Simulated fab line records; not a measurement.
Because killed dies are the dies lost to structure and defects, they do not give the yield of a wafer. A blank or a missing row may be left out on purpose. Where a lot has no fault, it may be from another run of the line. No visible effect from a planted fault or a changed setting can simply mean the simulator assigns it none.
fab line records	flow sky130
[record] lots = 6	wafers = 18	lastDay = 49
route steps=708 shown POLY_GATE@231 LDD_N@237 PAD_OPEN@708
lots that met no fault: from a run of the same line without faults
startH: hours from the record's opening day to when the first of the lot's shown wafers began	waitH: time in hours since the lot's previous step	" the same as in the row above	L1.1+2: several wafers, shown together as one row	- either no value or no given start	* or withheld: withheld	< > ~ a bound
route shown NAME@n: NAME is a module with steps in the file, n the number in the route of the first one	usual: mean and standard deviation over wafers with no fault	same: alike in all rows	chamber/n: place in a boat	sites: readings site by site	_std_site: how widely they spread, as a standard deviation	_edge_site: inner sites' mean taken away from outer sites' mean	radiusMm: for every site, how far away it sits from the centre of the wafer	mask NAME#n: copy n	behind: the most recent tool/chamber to have shaped the wafer	hold: why the lot was held/for how many hours/how that ended	device: transistor that didn't switch, given as n, p or np	end of line: tests run on the same wafers once the route is complete	where a step has no rows: the recipe by itself	killed: dies that structure and defects cost at the first sort, which is not the same as the wafer's yield	map: the dies of a wafer, with x for killed, . for not killed, _ for no die there
set.NAME: setting as actually run; set.NAME@STEP: the setting as run at that earlier step	model.NAME: the simulator's own value behind a step, which no gauge read
certain route steps with their lots: each step a table, each wafer a row
services: from which hour (startH, from the record's first day; less than 0 if before it) a tool's chamber was out of use, for how many hours, and why
[[steps]]
[step SKY_POLY_GATE_ETCH_17]
[recipe] targetDepthNm = 180	stopOn = SiO2	overEtchFrac = 0.56667	chemistry = HBr/Cl2	target = poly-Si	icpW = 400	biasW = 100	pressureMtorr = 10	HBr_flow_sccm = 150	Cl2_flow_sccm = 50	timeS = 70.5
[usual] chamberPressureMTorr = 10.001/0.0094	drypumpMotorCurrentA = 5.4/0.39	oesProductAu = 0.980/0.0092	throttleValvePct = 33.685/0.0091
lot.wafer	tool	chamber	startH	waitH	chamberPressureMTorr	drypumpMotorCurrentA	oesProductAu	rfHoursCounterH	throttleValvePct
L571.1	rieSi-01	1	376.57	0.0	10.011	6.0	0.963	45	33.690
L571.4	"	3	"	"	10.007	5.9	0.980	1	33.699
L571.5	"	3	"	"	9.989	5.9	0.980	-	33.705
L574.3	rieSi-02	3	418.22	0.0	10.007	5.8	0.986	6	33.690
L574.5	"	1	"	"	10.009	5.1	0.991	-	33.694
L574.6	"	0	"	"	10.005	5.0	0.989	-	33.677
L578.1	rieSi-02	0	462.42	0.0	10.011	5.0	0.997	3	33.682
L578.3	"	2	"	"	10.000	5.4	0.987	4	33.699
L578.6	"	2	"	"	9.989	5.4	0.994	-	33.688
L581.3	rieSi-01	1	480.47	0.0	10.004	6.1	0.956	46	33.686
L581.4	"	0	"	"	10.012	5.5	0.972	2	33.665
L581.5	"	2	"	"	9.996	4.9	0.960	-	33.689
L586.3	rieSi-02	3	518.52	0.0	9.992	5.8	0.969	6	33.691
L586.5	"	3	"	"	10.005	5.7	0.966	-	33.695
L586.6	"	0	"	"	10.018	5.0	0.980	-	33.689
L589.3	rieSi-01	2	545.87	0.0	10.001	4.9	0.969	3	33.707
L589.4	"	3	"	"	10.001	5.9	0.978	-	33.688
L589.5	"	2	"	"	9.996	5.0	0.983	-	33.691
[step SKY_POLY_GATE_STRIP_18]
[recipe] chemistry = O2/N2	powerW = 1400	pressureMtorr = 1500	platenTempC = withheld	o2FlowSccm = 3000	n2FlowSccm = 300	overashFraction = 0.5
[usual] chamberPressureMTorr = 1500.0/1.3	drypumpMotorCurrentA = 5.6/0.7	oesProductAu = 0.361/0.0049	stripTimeToEndpointS = 3.17/0.044
lot.wafer	tool	chamber	startH	waitH	chamberPressureMTorr	drypumpMotorCurrentA	oesProductAu	rfHoursCounterH	stripTimeToEndpointS
L571.1	plasmaAsher-04	1	376.63	0.0	1499.1	4.6	0.367	66	3.18
L571.4	"	1	"	"	1500.9	4.7	0.360	-	3.10
L571.5	"	1	"	"	1500.9	4.7	0.370	-	3.23
L574.3	plasmaAsher-02	0	418.31	0.1	1500.4	5.1	0.359	-	3.24
L574.5	"	0	"	"	1502.3	5.1	0.358	-	3.17
L574.6	"	1	"	"	1500.9	5.9	0.350	-	3.11
L578.1	plasmaAsher-04	0	462.48	0.0	1500.9	6.7	0.364	75	3.10
L578.3	"	1	"	"	1499.6	4.6	0.354	-	3.09
L578.6	"	0	"	"	1500.6	6.7	0.357	-	3.13
L581.3	plasmaAsher-02	0	480.56	0.1	1500.4	5.2	0.359	-	3.10
L581.4	"	1	"	"	1498.5	5.9	0.355	-	3.11
L581.5	"	0	"	"	1498.3	5.1	0.363	-	3.13
L586.3	plasmaAsher-04	0	518.61	0.1	1499.9	6.7	0.358	-	3.17
L586.5	"	1	"	"	1500.7	4.7	0.360	-	3.19
L586.6	"	0	"	"	1501.9	6.7	0.364	-	3.14
L589.3	plasmaAsher-02	1	545.96	0.1	1498.3	5.9	0.354	-	3.22
L589.4	"	0	"	"	1498.9	5.1	0.360	-	3.19
L589.5	"	0	"	"	1499.6	5.1	0.365	-	3.22
[step SKY_POLY_GATE_CLEAN_19]
[recipe] chemistry = SC1/SC2	mix = 1:4:20	tempC = 70	timeS = 150	dry = n2Spin
[step SKY_POLY_GATE_OXIDATION_20]
[recipe] tempC = 850	ambient = O2	stabiliseS = 600	purgeS = 300	targetThkA = 40	oxTimeS = 899
[step SKY_POLY_GATE_THK_MEAS_21]
[recipe] reads = SiO2_of_POLY_GATE_OXIDATION_20
[usual] POLY_GATE_OXIDATION_THK = 4.02/0.076
lot.wafer	tool	chamber	startH	waitH	POLY_GATE_OXIDATION_THK[nm]
L571.1	filmMetro-02	-	378.82	0.0	4.05
L571.4	"	-	"	"	4.07
L571.5	"	-	"	"	4.09
L574.3	filmMetro-04	-	422.24	0.0	4.08
L574.5	"	-	"	"	4.07
L574.6	"	-	"	"	4.05
L578.1	filmMetro-04	-	464.21	0.0	4.03
L578.3	"	-	"	"	4.03
L578.6	"	-	"	"	4.09
L581.3	filmMetro-02	-	482.65	0.0	3.97
L581.4	"	-	"	"	3.94
L581.5	"	-	"	"	4.01
L586.3	filmMetro-04	-	520.00	0.0	4.03
L586.5	"	-	"	"	4.00
L586.6	"	-	"	"	3.96
L589.3	filmMetro-04	-	547.35	0.0	4.04
L589.4	"	-	"	"	3.92
L589.5	"	-	"	"	3.94
[step SKY_POLY_GATE_CD_MEAS_22]
[usual] cdNm = 151/3.1
lot.wafer	tool	chamber	startH	waitH	cdNm
L571.1	cdSem-01	-	378.88	0.1	150
L571.4	"	-	"	"	148
L571.5	"	-	"	"	148
L574.3	cdSem-01	-	422.34	0.1	149
L574.5	"	-	"	"	151
L574.6	"	-	"	"	152
L578.1	cdSem-02	-	464.27	0.1	158
L578.3	"	-	"	"	155
L578.6	"	-	"	"	153
L581.3	cdSem-02	-	482.75	0.1	152
L581.4	"	-	"	"	150
L581.5	"	-	"	"	147
L586.3	cdSem-02	-	520.09	0.1	152
L586.5	"	-	"	"	153
L586.6	"	-	"	"	155
L589.3	cdSem-02	-	547.45	0.1	150
L589.4	"	-	"	"	144
L589.5	"	-	"	"	151
[step SKY_LDD_N_DEHYDRATE_00]
[recipe] tempC = 200	timeS = 60
[step SKY_LDD_N_HMDS_01]
[recipe] primeTimeS = 60	primeTempC = 120
[step SKY_LDD_N_COAT_02]
[recipe] resist = NOVOLAK	spinRpm = 3000	resistThkNm = 300
[step SKY_LDD_N_SOFTBAKE_03]
[recipe] tempC = 90	timeS = 60	resist = NOVOLAK
[step SKY_LDD_N_EXPOSE_04]
[recipe] maskId = NTM	targetCdNm = 840	na = 0.6	sourceShape = conventional	sigmaOuter = 0.6	doseMj = 110
[step SKY_LDD_N_PEB_05]
[recipe] tempC = withheld	timeS = *	resist = NOVOLAK
[step SKY_LDD_N_DEVELOP_06]
[recipe] developTimeS = 60	devTempC = 23
[usual] developerTempC = 22.99/0.099
lot.wafer	tool	chamber	startH	waitH	developerTempC
L571.1	lithoTrack-04	0	407.48	0.1	23.08
L571.4	"	0	"	"	23.06
L571.5	"	0	"	"	22.98
L574.3	lithoTrack-01	0	453.44	0.1	23.10
L574.5	"	0	"	"	23.04
L574.6	"	0	"	"	23.03
L578.1	lithoTrack-04	0	495.18	0.1	22.02
L578.3	"	0	"	"	22.14
L578.6	"	0	"	"	22.07
L581.3	lithoTrack-04	0	512.93	0.1	22.07
L581.4	"	0	"	"	22.15
L581.5	"	0	"	"	22.19
L586.3	lithoTrack-03	0	549.48	0.1	23.01
L586.5	"	0	"	"	23.00
L586.6	"	0	"	"	23.12
L589.3	lithoTrack-01	0	576.39	0.1	23.11
L589.4	"	0	"	"	23.01
L589.5	"	0	"	"	22.91
[step SKY_LDD_N_OVL_MEAS_07]
[usual] LDD_N_OVL = 0.3/1.4
lot.wafer	tool	chamber	startH	waitH	LDD_N_OVL[nm]
L571.1	overlay-02	-	407.63	0.1	1.8
L571.4	"	-	"	"	0.2
L571.5	"	-	"	"	2.0
L574.3	overlay-01	-	453.55	0.1	1.1
L574.5	"	-	"	"	1.8
L574.6	"	-	"	"	-0.8
L578.1	overlay-01	-	495.33	0.1	-1.5
L578.3	"	-	"	"	-1.5
L578.6	"	-	"	"	-1.8
L581.3	overlay-02	-	513.05	0.1	-0.6
L581.4	"	-	"	"	-1.2
L581.5	"	-	"	"	1.0
L586.3	overlay-01	-	549.59	0.1	-2.2
L586.5	"	-	"	"	-0.5
L586.6	"	-	"	"	-2.4
L589.3	overlay-02	-	576.50	0.1	0.0
L589.4	"	-	"	"	0.4
L589.5	"	-	"	"	-1.7
[step SKY_PAD_OPEN_PROBE_99]
[usual] killed_at_M0_to_M3 = 44/6.6	killed_at_M4_up = 2.9/1.8	killedAtContacts = 24/4.8	killedAtFrontEnd = 15/4.5	killedAtOther = 0.3/0.64	killedDies = 86/8.7	killedOpen = 47/6.5	killedShort = 39/5.8
[same] grossDies = 492	killedAtBackSide = 0
lot.wafer	tool	chamber	startH	waitH	killed_at_M0_to_M3	killed_at_M4_up	killedAtContacts	killedAtFrontEnd	killedAtOther	killedDies	killedOpen	killedShort
L571.1	prober-01	-	1078.10	0.1	48	5	26	15	0	94	50	44
L571.4	prober-01	-	1078.25	0.2	55	0	31	11	1	98	50	48
L571.5	prober-01	-	1078.30	0.2	39	2	27	25	0	93	49	44
L578.1	prober-01	-	1139.22	0.1	42	0	21	12	1	76	43	33
L578.3	prober-01	-	1139.32	0.2	43	2	21	21	1	88	38	50
L578.6	prober-01	-	1139.47	0.2	49	7	31	12	0	99	49	50
L581.3	prober-01	-	1145.74	0.2	40	4	32	4	0	80	41	39
L581.4	prober-01	-	1145.79	0.2	41	1	17	17	0	76	38	38
L581.5	prober-01	-	1145.84	0.2	41	1	23	12	0	77	40	37
L586.3	prober-02	-	1168.64	0.2	43	4	27	15	0	89	43	44
L586.5	prober-02	-	1168.74	0.2	46	5	35	9	0	95	51	43
L586.6	prober-02	-	1168.79	0.2	46	4	25	15	0	90	48	40
L589.3	prober-01	-	1181.90	0.2	42	3	29	21	0	95	54	41
L589.4	prober-01	-	1181.95	0.2	38	1	19	19	1	78	47	31
L589.5	prober-01	-	1182.00	0.2	45	1	27	14	0	87	46	41
// killed by level:class
L571.1 VIA1:geometricParticle:short=10 CONTACT:geometricParticle:open=8 VIA1:geometricParticle:open=7 LI_CONTACT:geometricParticle:open=7 METAL2:geometricParticle:short=7 VIA2:geometricParticle:open=7 VIA3:geometricParticle:open=6 FIELD_ISO:geometricParticle:open=5
L571.4 VIA1:geometricParticle:open=12 CONTACT:geometricParticle:open=11 METAL1:geometricParticle:short=10 VIA2:geometricParticle:open=9 LOCAL_INTERCONNECT:geometricParticle:short=7 CONTACT:geometricParticle:short=7 METAL2:geometricParticle:short=7 VIA3:geometricParticle:open=5
L571.5 VIA1:geometricParticle:open=11 LI_CONTACT:geometricParticle:open=10 FIELD_ISO:geometricParticle:short=7 METAL1:geometricParticle:short=7 FIELD_ISO:geometricParticle:open=6 LOCAL_INTERCONNECT:geometricParticle:short=6 VIA2:geometricParticle:open=6 VIA3:geometricParticle:open=6
L578.1 VIA1:geometricParticle:open=10 CONTACT:geometricParticle:open=8 VIA2:geometricParticle:open=7 LI_CONTACT:geometricParticle:open=6 METAL1:geometricParticle:short=5 POLY_GATE:geometricParticle:open=4 CONTACT:geometricParticle:short=4 VIA1:geometricParticle:short=4
L578.3 VIA1:geometricParticle:open=13 CONTACT:geometricParticle:open=8 POLY_GATE:geometricParticle:short=6 FIELD_ISO:geometricParticle:short=5 VIA1:geometricParticle:short=5 METAL2:geometricParticle:short=5 VIA3:geometricParticle:short=5 LI_CONTACT:geometricParticle:open=4
L578.6 CONTACT:geometricParticle:open=11 VIA1:geometricParticle:open=11 LI_CONTACT:geometricParticle:open=8 METAL1:geometricParticle:short=7 METAL4:geometricParticle:short=7 VIA1:geometricParticle:short=6 VIA2:geometricParticle:short=6 CONTACT:geometricParticle:short=5
L581.3 CONTACT:geometricParticle:open=11 VIA1:geometricParticle:open=10 CONTACT:geometricParticle:short=10 METAL2:geometricParticle:short=5 VIA3:geometricParticle:open=4 LI_CONTACT:geometricParticle:open=4 METAL1:geometricParticle:short=4 VIA2:geometricParticle:short=4
L581.4 METAL1:geometricParticle:short=10 VIA1:geometricParticle:open=8 FIELD_ISO:geometricParticle:short=6 LI_CONTACT:geometricParticle:open=6 CONTACT:geometricParticle:open=6 VIA1:geometricParticle:short=6 VIA2:geometricParticle:open=5 VIA3:geometricParticle:short=4
L581.5 VIA1:geometricParticle:open=8 LI_CONTACT:geometricParticle:short=6 CONTACT:geometricParticle:open=6 METAL2:geometricParticle:short=6 VIA2:geometricParticle:open=6 VIA3:geometricParticle:open=6 METAL1:geometricParticle:short=5 FIELD_ISO:geometricParticle:short=4
L586.3 LI_CONTACT:geometricParticle:open=12 VIA1:geometricParticle:short=9 VIA1:geometricParticle:open=7 CONTACT:geometricParticle:open=6 VIA3:geometricParticle:open=6 METAL2:geometricParticle:short=5 FIELD_ISO:geometricParticle:short=4 METAL1:geometricParticle:short=4
L586.5 CONTACT:geometricParticle:open=15 LI_CONTACT:geometricParticle:open=9 VIA2:geometricParticle:open=9 VIA1:geometricParticle:short=9 METAL2:geometricParticle:short=9 VIA1:geometricParticle:open=7 VIA3:geometricParticle:short=6 FIELD_ISO:geometricParticle:open=4
L586.6 CONTACT:geometricParticle:open=10 LI_CONTACT:geometricParticle:open=7 VIA1:geometricParticle:open=7 POLY_GATE:geometricParticle:open=6 VIA1:geometricParticle:short=6 METAL2:geometricParticle:short=6 VIA2:geometricParticle:open=5 VIA3:geometricParticle:short=5
L589.3 VIA1:geometricParticle:open=10 CONTACT:geometricParticle:open=9 LI_CONTACT:geometricParticle:open=8 VIA3:geometricParticle:open=8 POLY_GATE:geometricParticle:open=6 LOCAL_INTERCONNECT:geometricParticle:short=6 CONTACT:geometricParticle:short=6 FIELD_ISO:geometricParticle:open=5
L589.4 VIA1:geometricParticle:open=12 FIELD_ISO:geometricParticle:open=6 VIA2:geometricParticle:open=6 VIA3:geometricParticle:open=6 FIELD_ISO:geometricParticle:short=5 LOCAL_INTERCONNECT:geometricParticle:short=4 LI_CONTACT:geometricParticle:open=4 LI_CONTACT:geometricParticle:short=4
L589.5 VIA1:geometricParticle:open=11 VIA2:geometricParticle:open=9 CONTACT:geometricParticle:short=8 LI_CONTACT:geometricParticle:open=6 LOCAL_INTERCONNECT:geometricParticle:short=6 VIA3:geometricParticle:open=6 VIA2:geometricParticle:short=6 LI_CONTACT:geometricParticle:short=4
[[services]]
tool	chamber	startH	hours	kind
rieSi-01	-	365.60	4.3	pm
rieSi-01	3	416.22	12.1	repair
plasmaAsher-04	-	434.39	3.2	repair
plasmaAsher-02	-	439.91	0.7	repair
lithoTrack-01	-	451.83	-	consumableReplace:filter
plasmaAsher-02	-	494.49	1.0	repair
rieSi-02	2	537.84	3.4	repair
rieSi-01	1	539.15	-	clean
rieSi-01	1	539.15	19.1	scheduledDown
rieSi-01	1	539.15	19.1	ventCycle
rieSi-02	1	547.87	-	clean
rieSi-02	1	547.87	19.4	scheduledDown
rieSi-02	1	547.87	19.4	ventCycle
[[key]]
[firstSign] step = SKY_LDD_N_DEVELOP_06	reading = developerTempC	direction = down	sigmas = 9	usual = *	struck = *
effect none on later readings
metAt SKY_LDD_N_DEVELOP_06
struckWafers L578.1,L578.3,L578.6,L581.3,L581.4,L581.5
testerLeftOut L578,L581
onsetBetween 407.48 495.18
[fault] kind = processParameterDrift	tool = lithoTrack-04	chamber = -	onsetH = 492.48	steps = SKY_LDD_N_DEVELOP_06	channel = devTempC	offset = *	shape = step	endH = 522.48	actsIn = *	stated = *
// testerLeftOut: of these lots the tester's yield and bins aren't shown, on N5 and GAA mostly nor the transistor test; their killed dies are dies lost to structure and defects alone, not to doping, threshold or leakage, so they don't give the yield
